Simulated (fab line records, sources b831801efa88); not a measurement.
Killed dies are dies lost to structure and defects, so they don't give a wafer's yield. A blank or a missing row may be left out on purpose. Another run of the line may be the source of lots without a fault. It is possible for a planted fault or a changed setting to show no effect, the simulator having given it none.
Which of the tools did it? | flow gf180mcu | 11 lots, 33 wafers sampled, at 3 steps of a route of 602

== WHAT THE GAUGES SHOWED, per wafer ==
GF_M3_CD_MEAS_14: target cd 280 nm. Usual: cd_nm at 280.1 nm, with a standard deviation of 1.2.
lot  | measured     | on        | cd_nm (nm)        | flag
L570 | day 22 03:26 | cd_sem-02 | 279.4 278.5 277.4 |
L571 | day 22 10:27 | cd_sem-02 | 281.3 280.3 281.6 |
L574 | day 23 11:59 | cd_sem-02 | 279.3 279.8 279.3 |
L575 | day 24 00:10 | cd_sem-01 | 280.6 281.0 280.3 |
L577 | day 24 20:29 | cd_sem-02 | 280.0 280.4 280.6 |
L578 | day 25 01:24 | cd_sem-02 | 278.1 279.9 278.7 |
L581 | day 26 00:32 | cd_sem-02 | 282.7 281.5 280.5 |
L582 | day 26 03:48 | cd_sem-02 | 279.8 277.9 279.4 |
L584 | day 26 19:32 | cd_sem-01 | 281.3 281.2 281.0 |
L588 | day 27 21:29 | cd_sem-02 | 279.6 278.5 279.7 |
L589 | day 28 09:29 | cd_sem-01 | 280.7 280.8 280.9 |

GF_PASSIVATION_THK_MEAS_01. Usual: PASSIVATION_CVD_00_THK gives 999 nm (standard deviation 12).
lot  | measured     | on            | PASSIVATION_CVD_00_THK (nm) | flag
L570 | day 28 19:32 | film_metro-02 | 998 1005 1008               |
L571 | day 29 00:53 | film_metro-03 | 987 994 1002                |
L574 | day 29 21:20 | film_metro-03 | 982 991 995                 |
L575 | day 30 07:04 | film_metro-01 | 998 996 1005                |
L577 | day 31 01:42 | film_metro-02 | 1009 1005 1006              |
L578 | day 31 04:08 | film_metro-03 | 992 996 1022                |
L581 | day 32 00:56 | film_metro-02 | 999 985 1015                |
L582 | day 32 03:05 | film_metro-02 | 979 986 1006                |
L584 | day 32 15:08 | film_metro-03 | 990 978 1001                |
L588 | day 33 14:02 | film_metro-03 | 1011 1020 1013              |
L589 | day 33 21:16 | film_metro-03 | 1001 1006 1020              |

== EACH LOT AND THE TOOL THAT RAN IT (in order: tool; ch and the chambers of the sampled wafers; start) ==
lot  | GF_M1_SPUTTER_04
L570 | pvd_sputter-03, day 16 22:10
L571 | pvd_sputter-04, day 17 05:14
L574 | pvd_sputter-01, day 18 07:08
L575 | pvd_sputter-03, day 18 22:17
L577 | pvd_sputter-04, day 19 17:58
L578 | pvd_sputter-04, day 19 23:34
L581 | pvd_sputter-01, day 21 01:55
L582 | pvd_sputter-01, day 21 05:20
L584 | pvd_sputter-01, day 21 21:58
L588 | pvd_sputter-03, day 23 06:05
L589 | pvd_sputter-01, day 23 19:25
- GF_M1_SPUTTER_04: material TiN, target thk 50 nm, time 41.7 s.

== WHAT THE TOOLS THEMSELVES READ (means of the sampled wafers that have a number; where no wafer has one, the mark that the record gives instead) ==
GF_M1_SPUTTER_04. Usual: throttle_valve_pct at 30.1 %, with a standard deviation of 0.71.
lot  | tool           | throttle_valve_pct (%) | flag
L570 | pvd_sputter-03 | 30.0                   |
L571 | pvd_sputter-04 | 30.1                   |
L574 | pvd_sputter-01 | 29.7                   |
L575 | pvd_sputter-03 | 30.8                   |
L577 | pvd_sputter-04 | 30.3                   |
L578 | pvd_sputter-04 | 29.7                   |
L581 | pvd_sputter-01 | 29.9                   |
L582 | pvd_sputter-01 | 30.2                   |
L584 | pvd_sputter-01 | 30.0                   |
L588 | pvd_sputter-03 | 30.8                   |
L589 | pvd_sputter-01 | 29.8                   |

== THE ANSWER, worked out from the rows above alone ==
Rule: lot off if the mean of its wafers having a number is beyond 3 standard deviations from the usual mean. A lot without any number at a reading at which 4 lots or more have one is off too. Any other lot the step has rows for is counted as sound. Order of review: gauges by route order, followed by the tools' own readings, for which a lot's mean as printed above is used. At the first step where some lot is off, the reading lying furthest off is the one used; lots without a number count as furthest.
No lot is off on any of the readings shown, so nothing can be concluded from this.

== WHAT WAS PUT IN BY THE SIMULATOR ==
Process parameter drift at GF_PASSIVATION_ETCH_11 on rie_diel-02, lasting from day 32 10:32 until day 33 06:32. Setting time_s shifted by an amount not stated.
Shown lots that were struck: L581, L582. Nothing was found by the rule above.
